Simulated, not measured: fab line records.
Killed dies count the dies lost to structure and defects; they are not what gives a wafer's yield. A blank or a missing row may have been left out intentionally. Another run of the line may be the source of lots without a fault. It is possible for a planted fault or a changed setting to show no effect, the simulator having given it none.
fab line records    flow sky130    part 2 of 2: steps 23 to 34 of 34
[record] lots = 5  wafers = 15  lastDay = 50
route steps=708 shown VIA4@655 METAL5@661 PASSIVATION@681
lots that met no fault: from a run of the same line without faults
startH: hours from the record's opening day to when the first of the lot's shown wafers began    waitH: hours elapsed since this lot's preceding step    " the same as in the row above    L1.1+2: several wafers, shown together as one row    - no value present, or no start provided    * or withheld: withheld    < > ~ a bound
route shown NAME@n: names a module that has steps shown in the file, with the first one's number in the route    usual: mean and standard deviation over wafers with no fault    same: alike in all rows    chamber/n: place in a boat    sites: each site's reading    _std_site: how widely they spread, as a standard deviation    _edge_site: outer sites' mean less inner sites'    radiusMm: for every site, how far away it sits from the centre of the wafer    mask NAME#n: copy n    behind: the last tool/chamber to shape the wafer    hold: what put the lot on hold/how long, in hours/how the hold closed    device: whichever transistor did not switch (one of n, p or np)    end of line: tests run on the same wafers once the route is complete    for a step that has no rows: nothing shown but its recipe    killed: dies that structure and defects cost at the first sort, which is not the same as the wafer's yield    map: shows each die of a wafer: x if killed, . if not, _ if none is there
set.NAME: the setting the step ran with; set.NAME@STEP: the setting that earlier step ran with    model.NAME: the simulator's own value behind a step, which no gauge read
lots at some steps of the route; a table a step, a row a wafer
services: a tool's chamber out of use, with start hour (startH, from the record's first day; less than 0 if before it), hours out, and reason
[[steps]]
[step SKY_METAL5_STRIP_16]
[recipe] chemistry = O2/N2  powerW = 1400  pressureMtorr = 1500  platenTempC = withheld  o2FlowSccm = 3000  n2FlowSccm = 300  overashFraction = 0.5
[usual] drypumpMotorCurrentA = 6.2/0.46  oesProductAu = 0.710/0.0047  stripTimeToEndpointS = 13.14/0.14
lot.wafer  tool            chamber  startH   waitH  drypumpMotorCurrentA  oesProductAu  rfHoursCounterH  stripTimeToEndpointS
L075.1     plasmaAsher-01  0        1059.11  0.2    5.7                   0.710         62               13.21
L075.2     "               1        "        "      6.3                   0.717         62               13.04
L075.4     "               1        "        "      6.3                   0.704         -                13.22
L078.2     plasmaAsher-04  0        1061.11  0.2    6.3                   0.710         32               13.03
L078.5     "               0        "        "      6.3                   0.710         -                13.35
L078.6     "               1        "        "      6.8                   0.716         -                13.11
L091.2     plasmaAsher-03  1        1138.81  0.2    5.6                   0.712         7                13.23
L091.5     "               0        "        "      5.4                   0.709         -                13.30
L091.6     "               1        "        "      5.6                   0.717         -                13.36
L092.2     plasmaAsher-04  1        1141.56  0.2    6.8                   0.720         40               13.22
L092.3     "               0        "        "      6.3                   0.708         -                13.25
L092.5     "               0        "        "      6.3                   0.710         -                12.99
L095.1     plasmaAsher-04  0        1160.73  0.2    6.3                   0.704         42               13.21
L095.2     "               1        "        "      6.8                   0.706         42               13.12
L095.3     "               0        "        "      6.3                   0.705         -                13.10
[step SKY_METAL5_STRIP_17]
[recipe] chemistry = postEtchResidueRemover  timeS = 1200  tempC = 72.5
lot.wafer   tool         chamber  startH   waitH
L075.1+2+4  wetBench-03  3        1059.21  0.1
L078.2+5+6  wetBench-01  0        1061.21  0.1
L091.2+5+6  wetBench-02  0        1138.91  0.1
L092.2+3+5  wetBench-02  2        1141.66  0.1
L095.1+2+3  wetBench-01  2        1160.83  0.1
[step SKY_METAL5_CLEAN_18]
[recipe] chemistry = IPA  timeS = 180  tempC = 25
lot.wafer   tool         chamber  startH   waitH
L075.1+2+4  wetBench-02  0        1059.58  0.0
L078.2+5+6  wetBench-02  0        1061.56  0.0
L091.2+5+6  wetBench-03  0        1139.29  0.0
L092.2+3+5  wetBench-03  1        1142.04  0.0
L095.1+2+3  wetBench-02  2        1161.20  0.0
[step SKY_METAL5_CLEAN_19]
[recipe] chemistry = O3/DIW  dry = n2Spin
lot.wafer   tool         chamber  startH   waitH
L075.1+2+4  wetBench-01  3        1059.64  0.0
L078.2+5+6  wetBench-03  0        1061.61  0.0
L091.2+5+6  wetBench-02  2        1139.35  0.0
L092.2+3+5  wetBench-01  3        1142.10  0.0
L095.1+2+3  wetBench-01  1        1161.26  0.0
[step SKY_PASSIVATION_CVD_00]
[recipe] material = SiO2  targetThkNm = 90  tempC = 400  timeS = withheld  rfW = 600
[usual] heaterPowerW = 686/120
lot.wafer  tool      chamber  startH   waitH  heaterPowerW
L075.1     pecvd-04  1        1059.74  0.0    874
L075.2     "         2        "        "      614
L075.4     "         0        "        "      788
L078.2     pecvd-02  2        1061.71  0.0    565
L078.5     "         2        "        "      567
L078.6     "         0        "        "      686
L091.2     pecvd-01  2        1139.45  0.0    665
L091.5     "         0        "        "      768
L091.6     "         2        "        "      518
L092.2     pecvd-02  1        1142.20  0.0    647
L092.3     "         0        "        "      691
L092.5     "         0        "        "      693
L095.1     pecvd-02  2        1161.36  0.0    453
L095.2     "         1        "        "      735
L095.3     "         0        "        "      643
[step SKY_PASSIVATION_THK_MEAS_01]
[recipe] reads = SiO2_of_PASSIVATION_CVD_00
[usual] PASSIVATION_CVD_00_THK = 90.4/1.2
lot.wafer  tool          chamber  startH   waitH  PASSIVATION_CVD_00_THK[nm]
L075.1     filmMetro-02  -        1059.76  -      91.2
L075.2     "             -        "        "      91.1
L075.4     "             -        "        "      91.0
L078.2     filmMetro-04  -        1061.79  -      90.0
L078.5     "             -        "        "      92.6
L078.6     "             -        "        "      92.7
L091.2     filmMetro-02  -        1139.49  -      88.1
L091.5     "             -        "        "      91.6
L091.6     "             -        "        "      89.9
L092.2     filmMetro-04  -        1142.23  -      88.9
L092.3     "             -        "        "      89.0
L092.5     "             -        "        "      90.5
L095.1     filmMetro-04  -        1161.38  -      89.1
L095.2     "             -        "        "      87.9
L095.3     "             -        "        "      88.4
[step SKY_PASSIVATION_CVD_02]
[recipe] material = Si3N4  targetThkNm = 540  tempC = 400  timeS = withheld  rfW = 450
[usual] heaterPowerW = 743/120
lot.wafer  tool      chamber  startH   waitH  heaterPowerW
L075.1     pecvd-01  0        1059.82  0.1    852
L075.2     "         2        "        "      572
L075.4     "         1        "        "      599
L078.2     pecvd-04  2        1061.84  0.0    609
L078.5     "         2        "        "      639
L078.6     "         0        "        "      884
L091.2     pecvd-04  1        1139.54  0.0    919
L091.5     "         0        "        "      973
L091.6     "         2        "        "      642
L092.2     pecvd-04  2        1142.28  0.0    616
L092.3     "         1        "        "      943
L092.5     "         2        "        "      643
L095.1     pecvd-01  2        1161.44  0.1    584
L095.2     "         1        "        "      667
L095.3     "         0        "        "      866
[step SKY_PASSIVATION_THK_MEAS_03]
[recipe] reads = Si3N4_of_PASSIVATION_CVD_02
[usual] PASSIVATION_CVD_02_THK = 539/6.6
lot.wafer  tool          chamber  startH   waitH  PASSIVATION_CVD_02_THK[nm]
L075.1     filmMetro-02  -        1060.05  -      534
L075.2     "             -        "        "      532
L075.4     "             -        "        "      544
L078.2     filmMetro-02  -        1062.08  -      535
L078.5     "             -        "        "      535
L078.6     "             -        "        "      546
L091.2     filmMetro-02  -        1139.79  -      533
L091.5     "             -        "        "      549
L091.6     "             -        "        "      542
L092.2     filmMetro-02  -        1142.51  -      531
L092.3     "             -        "        "      531
L092.5     "             -        "        "      543
L095.1     filmMetro-04  -        1161.66  -      538
L095.2     "             -        "        "      540
L095.3     "             -        "        "      536
[step SKY_PASSIVATION_DEHYDRATE_04]
[recipe] tempC = 200  timeS = 60
[usual] exhaustPa = 44.9/0.92
lot.wafer  tool           chamber  startH   waitH  exhaustPa
L075.1     lithoTrack-02  0        1069.94  9.9    44.0
L075.2     "              0        "        "      43.7
L075.4     "              0        "        "      44.9
L078.2     lithoTrack-03  0        1071.92  9.8    45.1
L078.5     "              0        "        "      45.3
L078.6     "              0        "        "      45.6
L091.2     lithoTrack-02  0        1148.32  8.5    43.7
L091.5     "              0        "        "      43.5
L091.6     "              0        "        "      44.0
L092.2     lithoTrack-02  0        1151.62  9.1    44.3
L092.3     "              0        "        "      45.6
L092.5     "              0        "        "      46.1
L095.1     lithoTrack-02  0        1170.55  8.9    43.7
L095.2     "              0        "        "      44.8
L095.3     "              0        "        "      45.0
[step SKY_PASSIVATION_HMDS_05]
[recipe] primeTimeS = 60  primeTempC = 120
[usual] exhaustPa = 45.1/0.94
lot.wafer  tool           chamber  startH   waitH  exhaustPa
L075.1     lithoTrack-02  0        1070.09  0.1    44.3
L075.2     "              0        "        "      45.1
L075.4     "              0        "        "      44.8
L078.2     lithoTrack-03  0        1072.07  0.1    46.7
L078.5     "              0        "        "      44.8
L078.6     "              0        "        "      45.6
L091.2     lithoTrack-02  0        1148.47  0.1    46.1
L091.5     "              0        "        "      44.7
L091.6     "              0        "        "      46.8
L092.2     lithoTrack-02  0        1151.77  0.1    46.2
L092.3     "              0        "        "      46.4
L092.5     "              0        "        "      45.4
L095.1     lithoTrack-02  0        1170.70  0.1    44.2
L095.2     "              0        "        "      43.8
L095.3     "              0        "        "      45.7
[step SKY_PASSIVATION_COAT_06]
[recipe] spinRpm = 2000  resistThkNm = 3000
[usual] exhaustPa = 45.1/0.89
lot.wafer  tool           chamber  startH   waitH  exhaustPa
L075.1     lithoTrack-02  0        1070.24  0.1    44.9
L075.2     "              0        "        "      45.9
L075.4     "              0        "        "      45.5
L078.2     lithoTrack-03  0        1072.22  0.1    44.1
L078.5     "              0        "        "      43.7
L078.6     "              0        "        "      44.6
L091.2     lithoTrack-02  0        1148.62  0.1    44.5
L091.5     "              0        "        "      44.4
L091.6     "              0        "        "      44.6
L092.2     lithoTrack-02  0        1151.92  0.1    45.6
L092.3     "              0        "        "      46.1
L092.5     "              0        "        "      46.0
L095.1     lithoTrack-02  0        1170.85  0.1    45.3
L095.2     "              0        "        "      44.1
L095.3     "              0        "        "      44.7
[step SKY_PASSIVATION_SOFTBAKE_07]
[recipe] tempC = 110  timeS = withheld
[usual] exhaustPa = 45.2/0.83
lot.wafer  tool           chamber  startH   waitH  exhaustPa
L075.1     lithoTrack-02  0        1070.39  0.1    45.4
L075.2     "              0        "        "      45.9
L075.4     "              0        "        "      45.1
L078.2     lithoTrack-03  0        1072.38  0.1    45.0
L078.5     "              0        "        "      44.4
L078.6     "              0        "        "      45.3
L091.2     lithoTrack-02  0        1148.78  0.1    46.0
L091.5     "              0        "        "      45.0
L091.6     "              0        "        "      45.3
L092.2     lithoTrack-02  0        1152.08  0.1    45.0
L092.3     "              0        "        "      44.5
L092.5     "              0        "        "      45.4
L095.1     lithoTrack-02  0        1171.00  0.1    44.8
L095.2     "              0        "        "      44.8
L095.3     "              0        "        "      46.4
[[services]]
tool             chamber  startH   hours  kind
pecvd-01         -        1014.23  2.3    repair
cmp-01           -        1014.27  4.6    repair
plasmaAsher-03   -        1019.60  2.8    pm
cvdW-01          -        1025.35  2.8    pm
pecvd-04         -        1035.50  2.8    pm
pvdSputter-01    -        1040.28  6.3    repair
cmp-01           -        1052.83  3.3    repair
plasmaAsher-03   -        1055.25  9.0    pm
pecvd-01         -        1055.71  1.2    repair
ilineStepper-02  -        1059.35  12.1   repair
ilineStepper-02  -        1073.68  1.7    pm
plasmaAsher-01   -        1077.28  6.7    repair
cmp-02           -        1084.44  4.0    pm
cmp-01           -        1088.62  6.0    pm
cmp-02           -        1104.17  4.9    pm
pecvd-02         1        1112.53  1.8    repair
pvdSputter-03    0        1119.07  -      consumableReplace:kit
pecvd-04         -        1126.82  1.1    repair
pecvd-02         0        1130.32  6.5    repair
cmp-01           -        1133.41  2.2    repair
pecvd-01         1        1135.77  7.8    repair
pecvd-02         -        1137.92  2.1    repair
ilineStepper-01  -        1149.81  1.7    pm
plasmaAsher-01   -        1168.00  2.7    repair
